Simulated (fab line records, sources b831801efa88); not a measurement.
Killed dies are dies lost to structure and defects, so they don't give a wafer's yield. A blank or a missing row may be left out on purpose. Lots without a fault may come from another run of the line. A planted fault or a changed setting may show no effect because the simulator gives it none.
Which tool did it? | flow gf180mcu | 12 lots, 36 wafers sampled, at 5 steps of a route of 602

WHAT THE GAUGES READ, wafer by wafer
GF_STI_CD_MEAS_12: target cd 220 nm. Usual: cd_nm 220.2 nm, standard deviation 1.3.
lot  | measured    | on        | cd_nm (nm)        | flag
L300 | day 2 01:37 | cd_sem-01 | 220.2 219.8 220.7 |
L301 | day 2 06:47 | cd_sem-01 | 219.0 219.5 219.8 |
L302 | day 2 11:32 | cd_sem-02 | 220.8 220.4 220.9 |
L303 | day 2 15:54 | cd_sem-01 | 220.2 220.6 220.0 |
L304 | day 2 22:30 | cd_sem-02 | 223.3 222.5 221.1 |
L307 | day 3 13:07 | cd_sem-02 | 219.8 220.3 220.3 |
L308 | day 3 19:11 | cd_sem-01 | 222.1 222.3 220.4 |
L309 | day 4 00:35 | cd_sem-02 | 222.5 221.1 221.5 |
L310 | day 4 04:47 | cd_sem-02 | 221.0 221.0 220.6 |
L317 | day 5 17:40 | cd_sem-01 | 221.8 221.0 220.9 |
L320 | day 6 08:38 | cd_sem-01 | 220.5 221.1 220.1 |
L322 | day 6 19:43 | cd_sem-01 | 221.0 221.8 223.0 |

GF_NWELL_OVL_MEAS_07. Usual: NWELL_OVL -0.5 nm, standard deviation 1.6.
lot  | measured    | on         | NWELL_OVL (nm) | flag
L300 | day 3 07:26 | overlay-02 | 0.2 -0.2 0.6   |
L301 | day 3 11:49 | overlay-02 | -0.2 -0.5 1.1  |
L302 | day 3 17:56 | overlay-02 | -1.6 0.6 -0.1  |
L303 | day 3 23:49 | overlay-02 | 0.2 -0.4 0.3   |
L304 | day 4 04:34 | overlay-01 | -1.8 1.3 0.0   |
L307 | day 4 22:02 | overlay-01 | -2.0 -1.6 -2.7 |
L308 | day 5 03:07 | overlay-01 | -5.2 -5.6 -3.9 |
L309 | day 5 08:02 | overlay-02 | 0.9 0.8 0.4    |
L310 | day 5 13:19 | overlay-02 | 2.0 1.8 1.3    |
L317 | day 7 04:49 | overlay-01 | -3.0 -3.3 -2.6 |
L320 | day 7 20:45 | overlay-02 | 1.9 1.0 1.8    |
L322 | day 8 09:08 | overlay-01 | 0.2 -2.7 0.0   |

GF_MVSD_OVL_MEAS_07. Usual: MVSD_OVL -0.8 nm, standard deviation 1.3.
lot  | measured    | on         | MVSD_OVL (nm)     | flag
L300 | day 4 10:05 | overlay-01 | -2.9 -2.3 -2.5    |
L301 | day 4 15:08 | overlay-01 | -0.4 1.3 -1.0     |
L302 | day 4 21:31 | overlay-01 | -1.8 -2.3 -1.9    |
L303 | day 5 03:32 | overlay-01 | -1.2 -0.4 -1.2    |
L304 | day 5 08:29 | overlay-01 | -0.4 0.1 0.5      |
L307 | day 6 03:07 | overlay-02 | 0.8 0.9 2.5       |
L308 | day 6 08:49 | overlay-02 | -87.7 -88.6 -87.0 | OFF
L309 | day 6 13:58 | overlay-02 | -87.1 -85.5 -88.4 | OFF
L310 | day 6 20:01 | overlay-02 | -0.8 -1.3 -1.8    |
L317 | day 8 13:46 | overlay-02 | 0.2 -0.1 2.6      |
L320 | day 9 06:44 | overlay-01 | -2.7 -2.7 -4.8    |
L322 | day 9 19:53 | overlay-02 | -2.0 -2.3 -1.7    |

WHICH TOOL RAN EACH LOT (tool, then ch and the chambers of the sampled wafers, then the start)
lot  | GF_LVPWELL_STRIP_10                 | GF_MVSD_EXPOSE_04
L300 | plasma_asher-02 ch 0,1, day 3 21:00 | iline_stepper-01 ch 0, day 4 03:27
L301 | plasma_asher-01 ch 0,1, day 4 01:46 | iline_stepper-01 ch 0, day 4 08:49
L302 | plasma_asher-03 ch 0,1, day 4 08:01 | iline_stepper-02 ch 0, day 4 14:54
L303 | plasma_asher-01 ch 0,1, day 4 13:51 | iline_stepper-01 ch 0, day 4 20:43
L304 | plasma_asher-02 ch 0,1, day 4 18:51 | iline_stepper-01 ch 0, day 5 02:10
L307 | plasma_asher-02 ch 0,1, day 5 12:52 | iline_stepper-02 ch 0, day 5 20:19
L308 | plasma_asher-01 ch 0,1, day 5 18:19 | iline_stepper-01 ch 0, day 6 01:42
L309 | plasma_asher-02 ch 0,1, day 5 22:58 | iline_stepper-01 ch 0, day 6 06:33
L310 | plasma_asher-03 ch 0,1, day 6 04:09 | iline_stepper-02 ch 0, day 6 12:29
L317 | plasma_asher-03 ch 0,1, day 7 21:07 | iline_stepper-02 ch 0, day 8 05:23
L320 | plasma_asher-03 ch 0,1, day 8 14:11 | iline_stepper-02 ch 0, day 8 22:29
L322 | plasma_asher-03 ch 0,1, day 9 02:48 | iline_stepper-02 ch 0, day 9 11:52
- GF_LVPWELL_STRIP_10: strips in O2/N2.
- GF_MVSD_EXPOSE_04: exposes mask MVSD, target cd 1000 nm.

WHAT THE TOOLS THEMSELVES READ (means of the sampled wafers that have a number; where no wafer has one, the mark that the record gives instead)
GF_LVPWELL_STRIP_10. Usual: chamber_pressure_mTorr 1500.0 mTorr, standard deviation 1.7; drypump_motor_current_A 6.1 A, standard deviation 0.45; heater_power_w 343 W, standard deviation 38; oes_product_au 0.722 a.u., standard deviation 0.0045; strip_time_to_endpoint_s 36.94 s, standard deviation 0.11.
lot  | tool            | chamber_pressure_mTorr (mTorr) | drypump_motor_current_A (A) | heater_power_w (W) | oes_product_au (a.u.) | strip_time_to_endpoint_s (s) | flag
L300 | plasma_asher-02 | 1500.9                         | 5.8                         | 360                | 0.724                 | 37.00                        |
L301 | plasma_asher-01 | 1500.2                         | 5.5                         | 322                | 0.721                 | 36.94                        |
L302 | plasma_asher-03 | 1499.4                         | 6.6                         | 358                | 0.722                 | 37.00                        |
L303 | plasma_asher-01 | 1500.1                         | 5.8                         | 351                | 0.715                 | 36.94                        |
L304 | plasma_asher-02 | 1500.6                         | 5.8                         | 364                | 0.722                 | 36.96                        |
L307 | plasma_asher-02 | 1498.6                         | 5.9                         | 333                | 0.721                 | 36.87                        |
L308 | plasma_asher-01 | 1500.9                         | 5.5                         | 313                | 0.716                 | 36.93                        |
L309 | plasma_asher-02 | 1500.0                         | 5.8                         | 367                | 0.719                 | 37.13                        |
L310 | plasma_asher-03 | 1500.0                         | 6.6                         | 332                | 0.728                 | 36.95                        |
L317 | plasma_asher-03 | 1500.0                         | 6.6                         | 331                | 0.723                 | 36.85                        |
L320 | plasma_asher-03 | 1500.4                         | 6.6                         | 330                | 0.722                 | 36.95                        |
L322 | plasma_asher-03 | 1501.5                         | 6.6                         | 329                | 0.722                 | 37.09                        |

GF_MVSD_EXPOSE_04. Usual: stage_vel_mm_s 500.03 mm/s, standard deviation 0.27.
lot  | tool             | stage_vel_mm_s (mm/s) | flag
L300 | iline_stepper-01 | 499.97                |
L301 | iline_stepper-01 | 499.50                |
L302 | iline_stepper-02 | 499.82                |
L303 | iline_stepper-01 | 499.91                |
L304 | iline_stepper-01 | 500.25                |
L307 | iline_stepper-02 | 500.18                |
L308 | iline_stepper-01 | 499.99                |
L309 | iline_stepper-01 | 500.24                |
L310 | iline_stepper-02 | 499.77                |
L317 | iline_stepper-02 | 500.26                |
L320 | iline_stepper-02 | 500.15                |
L322 | iline_stepper-02 | 500.51                |

THE ANSWER, worked out from the rows above alone
Rule: a lot is off if the mean of its wafers that have a number lies more than 3 standard deviations from the usual mean. A lot without any number at a reading at which 4 lots or more have one is off too. The other lots that the step has rows for count as sound. The gauges are gone through in route order, then the tools' own readings, and for those a lot's mean is taken as printed above. The first step at which some lot is off is used, and at that step the reading that is off furthest; a lot without a number counts as furthest.
Off: L308, L309, at GF_MVSD_OVL_MEAS_07 (MVSD_OVL).
A tool fits if, at a process step before that reading, it ran every lot that is off, and no sound lot after the first of them. The gauges at GF_MVSD_OVL_MEAS_07 are tried like those tools. One fits: iline_stepper-01 at GF_MVSD_EXPOSE_04. Its last sound lot is L304 (day 5 02:10), its first lot that is off L308 (day 6 01:42): a fault that began between those two fits.

WHAT THE SIMULATOR HAD PUT IN
Scanner matching overlay: iline_stepper-01, from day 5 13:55 on, at GF_MVSD_EXPOSE_04. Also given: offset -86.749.
Lots struck among those shown: L308, L309. The rule above found the same.
